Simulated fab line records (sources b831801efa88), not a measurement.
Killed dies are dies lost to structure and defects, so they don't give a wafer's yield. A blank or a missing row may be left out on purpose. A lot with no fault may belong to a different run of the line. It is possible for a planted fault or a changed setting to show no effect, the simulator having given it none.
fab line records    flow sfq_line
record lots=7  wafers=20  last_day=94
route steps=325 shown I2@113 M3@118
lots untouched by any fault: they come from a run of this same line in which no faults occurred
start_h: start of the lot's first displayed wafer, in hours after the record's first day    wait_h: how many hours have passed since the lot's step before this one    " the same as in the row above    L1.1+2: one row covering several wafers at once    - value missing, or start not given    * or withheld: withheld    < > ~ a bound
route shown NAME@n: NAME is a module with steps in the file, n the number in the route of the first one    usual: mean/standard deviation of fault-free wafers    same: alike in all rows    chamber/n: place in a boat    sites: each site's reading    _std_site: standard deviation across them    _edge_site: the outer-site mean with the inner-site mean subtracted    radius_mm: for every site, how far away it sits from the centre of the wafer    mask NAME#n: copy n    behind: the most recent tool/chamber to have shaped the wafer    hold: what put the lot on hold/how long, in hours/how the hold closed    device: the transistor (n, p or np) that didn't switch    end of line: tests of these same wafers at the route's end    a step given without rows: its recipe and nothing more    killed: the dies lost at the first sort to structure and to defects; this is not the yield of the wafer    map: shows each die of a wafer: x if killed, . if not, _ if none is there
set.NAME: the setting as run; set.NAME@STEP: as run at that earlier step    model.NAME: the simulator's own value behind a step, which no gauge read
certain route steps with their lots: each step a table, each wafer a row
services: from which hour (start_h, from the record's first day; less than 0 if before it) a tool's chamber was out of use, for how many hours, and why
## steps
# step SFQ_I2_OVL_MEAS_918
# usual I2_OVL=2/4.6
lot.wafer  tool        chamber  start_h  wait_h  I2_OVL[nm]
L844.2     overlay-01  -        911.92   0.1     5
L844.3     "           -        "        "       5
L844.5     "           -        "        "       2
L847.1     overlay-02  -        943.15   0.1     -3
L847.2     "           -        "        "       1
L847.3     "           -        "        "       -5
L852.4     overlay-02  -        1005.82  0.1     7
L852.5     "           -        "        "       6
L852.6     "           -        "        "       8
L853.4     overlay-02  -        1008.22  0.1     3
L853.5     "           -        "        "       -1
L853.6     "           -        "        "       2
L854.3     overlay-01  -        1019.02  0.1     9
L854.6     "           -        "        "       10
L862.1     overlay-02  -        1093.73  0.1     10
L862.2     "           -        "        "       -2
L862.4     "           -        "        "       7
L864.4     overlay-02  -        1102.15  0.1     0
L864.5     "           -        "        "       0
L864.6     "           -        "        "       -6
# step SFQ_TRILAYER_I2_VIA_BARC_OPEN_VIA_ETCH_096
# recipe mask_material=PR  chemistry=O2  target_depth_nm=125  target=BARC  source_w=500  bias_w=80  pressure_mtorr=30  time_s=41.7
# usual chamber_pressure_mTorr=29.999/0.027  drypump_motor_current_A=5.4/0.4  oes_product_au=0.684/0.0048
lot.wafer  tool         chamber  start_h  wait_h  chamber_pressure_mTorr  drypump_motor_current_A  oes_product_au  rf_hours_counter_h
L844.2     rie_diel-02  3        911.95   0.0     30.001                  4.9                      0.693           12
L844.3     "            1        "        "       29.963                  4.9                      0.685           9
L844.5     "            2        "        "       29.980                  5.0                      0.680           -
L847.1     rie_diel-02  3        943.19   0.0     29.990                  4.9                      0.684           13
L847.2     "            2        "        "       30.003                  5.0                      0.671           6
L847.3     "            0        "        "       30.076                  5.6                      0.682           5
L852.4     rie_diel-02  1        1005.84  0.0     30.003                  4.9                      0.690           11
L852.5     "            3        "        "       29.984                  4.9                      0.678           -
L852.6     "            0        "        "       30.014                  5.6                      0.693           -
L853.4     rie_diel-03  0        1008.24  0.0     29.989                  5.6                      0.684           18
L853.5     "            2        "        "       30.028                  5.7                      0.689           -
L853.6     "            1        "        "       29.989                  5.6                      0.684           -
L854.3     rie_diel-01  2        1019.04  0.0     29.995                  6.3                      0.684           6
L854.6     "            2        "        "       29.981                  6.3                      0.690           -
L862.1     rie_diel-02  3        1093.77  0.0     29.969                  4.9                      0.692           15
L862.2     "            0        "        "       30.037                  5.6                      0.685           7
L862.4     "            3        "        "       30.022                  4.9                      0.683           -
L864.4     rie_diel-03  0        1102.17  0.0     30.038                  5.6                      0.677           19
L864.5     "            0        "        "       29.990                  5.6                      0.691           -
L864.6     "            1        "        "       30.041                  5.6                      0.677           -
# step SFQ_TRILAYER_I2_VIA_ETCH_VIA_ETCH_070
# recipe target=SiO2  stop_on=Nb  mask_material=PR  taper_deg=20  chemistry=CHF3  target_depth_nm=260  source_w=500  bias_w=80  pressure_mtorr=30  time_s=withheld
# usual chamber_pressure_mTorr=30.000/0.027  drypump_motor_current_A=5.4/0.41  oes_product_au=0.855/0.0054
lot.wafer  tool         chamber  start_h  wait_h  chamber_pressure_mTorr  drypump_motor_current_A  oes_product_au
L844.2     rie_diel-02  3        911.99   0.0     30.046                  4.9                      0.848
L844.3     "            1        "        "       29.985                  4.9                      0.853
L844.5     "            2        "        "       30.020                  5.0                      0.855
L847.1     rie_diel-02  3        943.23   0.0     29.981                  4.9                      0.860
L847.2     "            2        "        "       30.040                  5.0                      0.861
L847.3     "            0        "        "       30.035                  5.6                      0.844
L852.4     rie_diel-02  1        1005.88  0.0     30.044                  4.9                      0.857
L852.5     "            3        "        "       30.022                  4.9                      0.854
L852.6     "            0        "        "       29.995                  5.5                      0.853
L853.4     rie_diel-03  0        1008.28  0.0     29.972                  5.6                      0.856
L853.5     "            2        "        "       29.952                  5.7                      0.853
L853.6     "            1        "        "       30.018                  5.6                      0.861
L854.3     rie_diel-01  2        1019.08  0.0     30.045                  6.3                      0.852
L854.6     "            2        "        "       30.020                  6.3                      0.851
L862.1     rie_diel-02  3        1093.81  0.0     29.969                  4.9                      0.863
L862.2     "            0        "        "       29.996                  5.6                      0.848
L862.4     "            3        "        "       30.008                  4.9                      0.855
L864.4     rie_diel-03  0        1102.21  0.0     29.989                  5.6                      0.853
L864.5     "            0        "        "       29.998                  5.6                      0.857
L864.6     "            1        "        "       30.000                  5.6                      0.858
# step SFQ_TRILAYER_I2_VIA_STRIP_STRIP_071
# recipe gas=O2  power_w=200  platen_temp_c=40  overash_fraction=0.65  chemistry=O2  pressure_mtorr=50
# usual chamber_pressure_mTorr=50.00/0.046  drypump_motor_current_A=5.38/0.2  oes_product_au=1.008/0.0092
lot.wafer  tool          chamber  start_h  wait_h  chamber_pressure_mTorr  drypump_motor_current_A  oes_product_au  rf_hours_counter_h
L844.2     rie_metal-04  0        912.10   -       50.01                   5.27                     1.011           61
L844.3     "             1        "        "       50.09                   5.18                     0.991           -
L844.5     "             0        "        "       50.03                   5.23                     1.004           -
L847.1     rie_metal-04  0        943.34   -       50.00                   5.23                     1.000           66
L847.2     "             1        "        "       50.01                   5.17                     1.013           84
L847.3     "             0        "        "       50.06                   5.25                     1.002           -
L852.4     rie_metal-04  1        1006.19  -       49.99                   5.17                     0.999           -
L852.5     "             1        "        "       50.04                   5.17                     1.007           -
L852.6     "             0        "        "       50.01                   5.26                     1.012           -
L853.4     rie_metal-04  1        1008.59  -       49.99                   5.19                     1.012           -
L853.5     "             0        "        "       49.99                   5.28                     1.006           -
L853.6     "             1        "        "       49.94                   5.16                     1.005           -
L854.3     rie_metal-01  0        1019.39  -       50.00                   5.37                     1.003           -
L854.6     "             1        "        "       50.05                   5.36                     1.010           -
L862.1     rie_metal-03  1        1093.92  -       50.01                   5.77                     1.024           104
L862.2     "             0        "        "       50.01                   5.52                     0.995           0
L862.4     "             1        "        "       50.02                   5.78                     1.027           -
L864.4     rie_metal-04  1        1102.52  -       50.04                   5.16                     1.016           -
L864.5     "             1        "        "       50.03                   5.16                     1.008           -
L864.6     "             0        "        "       49.99                   5.29                     1.006           -
# step SFQ_TRILAYER_I2_VIA_STRIP_SOLV_CLEAN_072
# recipe chemistry=NMP  temp_c=70  time_s=600
# step SFQ_TRILAYER_M3_DEP_PRE_CLEAN_074
# recipe gas=Ar  time_s=22.5  bias_v=250
# step SFQ_TRILAYER_M3_DEP_SPUTTER_073
# recipe material=Nb  base_pressure_pa=1.33e-06  chamber_pressure_pa=0.1333  substrate_temp_c=20  resputter_cathode_voltage_v=400  target_thk_nm=200  power_w=2000  time_s=133.3
# usual resputter_cathode_voltage_v=400/4  substrate_temp_c=20.01/0.1  throttle_valve_pct=30.7/1.1
lot.wafer  tool            chamber  start_h  wait_h  resputter_cathode_voltage_v  substrate_temp_c  throttle_valve_pct
L844.2     pvd_sputter-06  -        912.90   0.0     405                          20.15             30.7
L844.3     "               -        "        "       402                          19.97             30.1
L844.5     "               -        "        "       398                          19.90             30.2
L847.1     pvd_sputter-06  -        944.14   0.0     398                          19.80             30.7
L847.2     "               -        "        "       396                          20.05             33.1
L847.3     "               -        "        "       399                          20.00             30.0
L852.4     pvd_sputter-03  -        1006.80  0.0     396                          20.11             29.6
L852.5     "               -        "        "       407                          19.99             29.9
L852.6     "               -        "        "       398                          19.87             31.3
L853.4     pvd_sputter-06  -        1009.20  0.0     398                          20.11             30.2
L853.5     "               -        "        "       398                          20.20             30.8
L853.6     "               -        "        "       402                          20.06             30.5
L854.3     pvd_sputter-03  -        1020.00  0.0     402                          20.01             31.1
L854.6     "               -        "        "       400                          20.08             30.8
L862.1     pvd_sputter-06  -        1094.72  0.0     406                          20.13             30.5
L862.2     "               -        "        "       397                          20.26             30.2
L862.4     "               -        "        "       399                          20.17             33.0
L864.4     pvd_sputter-05  -        1103.12  0.0     403                          20.04             31.5
L864.5     "               -        "        "       394                          19.90             31.4
L864.6     "               -        "        "       397                          20.01             30.6
# step SFQ_M3_RS_MEAS_919
# recipe thk_meas_gauge=four-point-probe  reads=Nb_of_TRILAYER_M3_DEP_SPUTTER_073
# usual M3_NB_RS=0.890/0.011
lot.wafer  tool           chamber  start_h  wait_h  M3_NB_RS[ohm/sq]
L844.2     film_metro-03  -        913.01   0.1     0.911
L844.3     "              -        "        "       0.912
L844.5     "              -        "        "       0.898
L847.1     film_metro-02  -        944.23   0.0     0.889
L847.2     "              -        "        "       0.887
L847.3     "              -        "        "       0.893
L852.4     film_metro-04  -        1006.95  0.1     0.895
L852.5     "              -        "        "       0.891
L852.6     "              -        "        "       0.895
L853.4     film_metro-04  -        1009.35  0.1     0.877
L853.5     "              -        "        "       0.883
L853.6     "              -        "        "       0.882
L854.3     film_metro-04  -        1020.13  0.1     0.900
L854.6     "              -        "        "       0.893
L862.1     film_metro-02  -        1094.82  0.0     0.902
L862.2     "              -        "        "       0.907
L862.4     "              -        "        "       0.902
L864.4     film_metro-03  -        1103.28  0.1     0.919
L864.5     "              -        "        "       0.897
L864.6     "              -        "        "       0.900
# step SFQ_TRILAYER_M3_LITHO_COAT_080
# recipe resist=BARC  spin_rpm=3000  resist_thk_nm=62
# step SFQ_TRILAYER_M3_LITHO_COAT_075
# recipe resist=KrF  spin_rpm=3000  resist_thk_nm=600
# step SFQ_TRILAYER_M3_LITHO_SOFTBAKE_079
# recipe temp_c=withheld  time_s=withheld  resist=KrF
# step SFQ_TRILAYER_M3_LITHO_EXPOSE_076
# recipe mask_id=M3  na=0.6  source_shape=conventional  sigma_outer=0.65  target_cd_nm=500  dose_mj=14.4
# usual reticle_temp_C=22.99/0.12
lot.wafer  tool            chamber  start_h  wait_h  mask  reticle_temp_C
L844.2     krf_scanner-02  0        1035.08  -       M3#0  22.98
L844.3     "               0        "        "       M3#0  23.02
L844.5     "               0        "        "       M3#0  23.05
L847.1     krf_scanner-01  0        1067.40  -       M3#0  22.66
L847.2     "               0        "        "       M3#0  22.91
L847.3     "               0        "        "       M3#0  22.81
L852.4     krf_scanner-01  0        1131.23  -       M3#0  23.26
L852.5     "               0        "        "       M3#0  23.10
L852.6     "               0        "        "       M3#0  23.07
L853.4     krf_scanner-01  0        1133.63  -       M3#0  23.02
L853.5     "               0        "        "       M3#0  23.00
L853.6     "               0        "        "       M3#0  23.02
L854.3     krf_scanner-01  0        1144.23  -       M3#0  22.97
L854.6     "               0        "        "       M3#0  22.90
L862.1     krf_scanner-01  0        1212.93  -       M3#0  22.92
L862.2     "               0        "        "       M3#0  22.98
L862.4     "               0        "        "       M3#0  22.99
L864.4     krf_scanner-01  0        1219.53  -       M3#0  22.94
L864.5     "               0        "        "       M3#0  22.76
L864.6     "               0        "        "       M3#0  22.95
# step SFQ_TRILAYER_M3_LITHO_PEB_078
# recipe peb_temp_c=115  peb_time_s=60  resist=KrF
# step SFQ_TRILAYER_M3_LITHO_DEVELOP_077
# recipe time_s=60  resist=KrF
# step SFQ_M3_OVL_MEAS_921
# usual M3_OVL=2/6.2
lot.wafer  tool        chamber  start_h  wait_h  M3_OVL[nm]
L844.2     overlay-01  -        1036.38  0.1     -4
L844.3     "           -        "        "       -3
L844.5     "           -        "        "       -7
L847.1     overlay-01  -        1068.90  0.1     12
L847.2     "           -        "        "       5
L847.3     "           -        "        "       12
L852.4     overlay-01  -        1132.15  0.1     4
L852.5     "           -        "        "       1
L852.6     "           -        "        "       3
L853.4     overlay-01  -        1134.55  0.1     1
L853.5     "           -        "        "       16
L853.6     "           -        "        "       8
L854.3     overlay-02  -        1145.34  0.1     -2
L854.6     "           -        "        "       3
L862.1     overlay-02  -        1214.43  0.1     9
L862.2     "           -        "        "       5
L862.4     "           -        "        "       7
L864.4     overlay-02  -        1220.45  0.1     6
L864.5     "           -        "        "       8
L864.6     "           -        "        "       8
# step SFQ_TRILAYER_M3_BARC_OPEN_METAL_ETCH_100
# recipe mask_material=PR  chemistry=O2  target_depth_nm=125  target=BARC  icp_w=600  bias_w=80  pressure_mtorr=10  time_s=41.7
# usual chamber_pressure_mTorr=10.000/0.01  drypump_motor_current_A=5.7/0.36  oes_product_au=0.685/0.005
lot.wafer  tool          chamber  start_h  wait_h  chamber_pressure_mTorr  drypump_motor_current_A  oes_product_au  rf_hours_counter_h  model.M3.cd_nm
L844.2     rie_metal-02  0        1036.41  0.0     9.997                   5.3                      0.688           136                 502.6
L844.3     "             1        "        "       10.003                  6.5                      0.686           -                   502.3
L844.5     "             1        "        "       10.012                  6.4                      0.681           -                   503.7
L847.1     rie_metal-03  0        1068.94  0.0     10.016                  5.5                      0.684           126                 497.5
L847.2     "             1        "        "       9.996                   5.8                      0.686           98                  497
L847.3     "             1        "        "       10.009                  5.8                      0.694           -                   497.2
L852.4     rie_metal-02  1        1132.19  0.0     9.996                   6.5                      0.681           -                   500.8
L852.5     "             0        "        "       10.008                  5.3                      0.684           -                   496.8
L852.6     "             1        "        "       10.005                  6.4                      0.678           -                   496.1
L853.4     rie_metal-03  0        1134.59  0.0     9.994                   5.5                      0.690           -                   500.6
L853.5     "             1        "        "       9.994                   5.8                      0.688           -                   495.9
L853.6     "             0        "        "       10.006                  5.5                      0.681           -                   496
L854.3     rie_metal-02  1        1145.39  0.0     10.012                  6.4                      0.685           -                   500.5
L854.6     "             1        "        "       10.005                  6.4                      0.678           -                   498.6
L862.1     rie_metal-01  0        1214.46  0.0     9.997                   5.4                      0.676           30                  499.9
L862.2     "             1        "        "       9.990                   5.4                      0.685           96                  499.4
L862.4     "             1        "        "       10.012                  5.4                      0.691           -                   501.1
L864.4     rie_metal-03  0        1220.48  0.0     9.979                   5.5                      0.686           -                   500.8
L864.5     "             0        "        "       10.003                  5.5                      0.688           -                   501.3
L864.6     "             1        "        "       9.987                   5.8                      0.690           -                   500.3
# step SFQ_TRILAYER_M3_ETCH_METAL_ETCH_078
# recipe target=Nb  stop_on=SiO2  mask_material=PR  chemistry=Cl2/Ar  target_depth_nm=240  icp_w=600  bias_w=80  pressure_mtorr=10  time_s=120
# usual chamber_pressure_mTorr=10.000/0.0094  drypump_motor_current_A=5.7/0.36  oes_product_au=0.894/0.0074
lot.wafer  tool          chamber  start_h  wait_h  chamber_pressure_mTorr  drypump_motor_current_A  oes_product_au  rf_hours_counter_h  model.M3.cd_nm
L844.2     rie_metal-02  0        1036.47  0.0     10.008                  5.3                      0.882           136                 503.2
L844.3     "             1        "        "       9.993                   6.4                      0.883           -                   500
L844.5     "             1        "        "       10.019                  6.5                      0.886           -                   502.3
L847.1     rie_metal-03  0        1069.00  0.0     10.002                  5.5                      0.888           126                 497.2
L847.2     "             1        "        "       10.001                  5.8                      0.900           98                  496.3
L847.3     "             1        "        "       10.006                  5.7                      0.895           -                   496.9
L852.4     rie_metal-02  1        1132.27  0.1     9.994                   6.4                      0.900           -                   498.2
L852.5     "             0        "        "       9.992                   5.3                      0.892           -                   495.4
L852.6     "             1        "        "       9.995                   6.4                      0.891           -                   493.2
L853.4     rie_metal-03  0        1134.67  0.1     10.005                  5.5                      0.898           -                   500
L853.5     "             1        "        "       9.993                   5.8                      0.896           -                   492.7
L853.6     "             0        "        "       9.994                   5.5                      0.895           -                   495
L854.3     rie_metal-02  1        1145.47  0.1     9.998                   6.5                      0.888           -                   497.9
L854.6     "             1        "        "       10.000                  6.5                      0.891           -                   495
L862.1     rie_metal-01  0        1214.52  0.0     9.991                   5.4                      0.892           30                  500.8
L862.2     "             1        "        "       9.987                   5.4                      0.878           96                  499.5
L862.4     "             1        "        "       9.995                   5.4                      0.882           -                   502.1
L864.4     rie_metal-03  0        1220.57  0.1     10.007                  5.5                      0.876           -                   502.1
L864.5     "             0        "        "       10.018                  5.5                      0.891           -                   502.8
L864.6     "             1        "        "       9.988                   5.8                      0.889           -                   498.8
# step SFQ_TRILAYER_M3_STRIP_STRIP_079
# recipe gas=O2  power_w=200  platen_temp_c=40  overash_fraction=0.65  chemistry=O2  pressure_mtorr=50
# usual chamber_pressure_mTorr=50.00/0.045  drypump_motor_current_A=5.7/0.36  oes_product_au=1.008/0.0093
lot.wafer  tool          chamber  start_h  wait_h  chamber_pressure_mTorr  drypump_motor_current_A  oes_product_au  rf_hours_counter_h
L844.2     rie_metal-02  0        1036.60  0.1     49.99                   5.3                      1.006           136
L844.3     "             1        "        "       50.08                   6.5                      0.993           -
L844.5     "             1        "        "       49.96                   6.5                      0.994           -
L847.1     rie_metal-03  0        1069.12  0.1     50.05                   5.5                      1.005           126
L847.2     "             1        "        "       49.97                   5.8                      1.020           98
L847.3     "             1        "        "       50.04                   5.8                      1.017           -
L852.4     rie_metal-02  1        1132.55  0.2     50.05                   6.4                      0.990           -
L852.5     "             0        "        "       49.96                   5.3                      1.002           -
L852.6     "             1        "        "       49.99                   6.4                      0.989           -
L853.4     rie_metal-03  0        1134.95  0.2     49.99                   5.5                      1.004           -
L853.5     "             1        "        "       49.95                   5.8                      1.015           -
L853.6     "             0        "        "       49.95                   5.5                      1.006           -
L854.3     rie_metal-02  1        1145.75  0.2     50.04                   6.4                      1.000           -
L854.6     "             1        "        "       50.01                   6.5                      0.996           -
L862.1     rie_metal-01  0        1214.65  0.1     50.01                   5.4                      1.004           30
L862.2     "             1        "        "       50.03                   5.3                      0.997           96
L862.4     "             1        "        "       50.05                   5.4                      1.002           -
L864.4     rie_metal-03  0        1220.85  0.2     49.90                   5.5                      1.002           -
L864.5     "             0        "        "       49.98                   5.5                      0.998           -
L864.6     "             1        "        "       50.03                   5.8                      1.010           -
## services
tool            chamber  start_h  hours  kind
rie_metal-03    -        902.16   0.7    repair
krf_scanner-01  -        905.49   1.3    pm
rie_diel-02     -        907.98   2.8    pm
rie_diel-02     2        918.51   3.5    repair
rie_diel-03     1        918.90   1.4    repair
rie_diel-02     0        946.62   3.6    repair
rie_diel-02     1        973.12   5.3    repair
krf_scanner-01  -        977.29   0.8    pm
rie_metal-02    -        996.27   15.2   repair
rie_diel-03     -        1023.59  0.1    repair
krf_scanner-01  -        1028.30  1.0    pm
rie_metal-04    -        1056.63  2.8    pm
krf_scanner-01  -        1080.60  1.3    pm
rie_diel-02     1        1085.83  11.2   repair
rie_metal-03    -        1091.96  1.4    pm
rie_metal-02    -        1123.35  2.8    pm
rie_metal-04    1        1132.55  23.7   repair
krf_scanner-01  -        1146.23  0.8    pm
rie_diel-02     1        1156.27  3.3    repair
rie_metal-03    0        1171.96  9.0    repair
rie_metal-04    -        1181.24  0.7    repair
rie_metal-04    -        1184.71  0.6    repair
krf_scanner-01  -        1197.21  1.0    pm
rie_metal-04    0        1212.24  2.5    repair
## key
first_sign none at tools or gauges
model_effect step=SFQ_TRILAYER_M3_BARC_OPEN_METAL_ETCH_100  value=M3.cd_nm  without=500.8  struck=496.7
model_effect step=SFQ_TRILAYER_M3_ETCH_METAL_ETCH_078  value=M3.cd_nm  without=498.4  struck=494.3
met_at SFQ_TRILAYER_M3_LITHO_EXPOSE_076
struck_wafers L852.5,L852.6,L853.5,L853.6,L854.6
onset_between 1067.40 1131.23
fault kind=process_parameter_drift  tool=krf_scanner-01  chamber=-  onset_h=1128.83  steps=SFQ_TRILAYER_M3_LITHO_EXPOSE_076  channel=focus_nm  offset=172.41  shape=step  end_h=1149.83  scope=struck_wafers_only
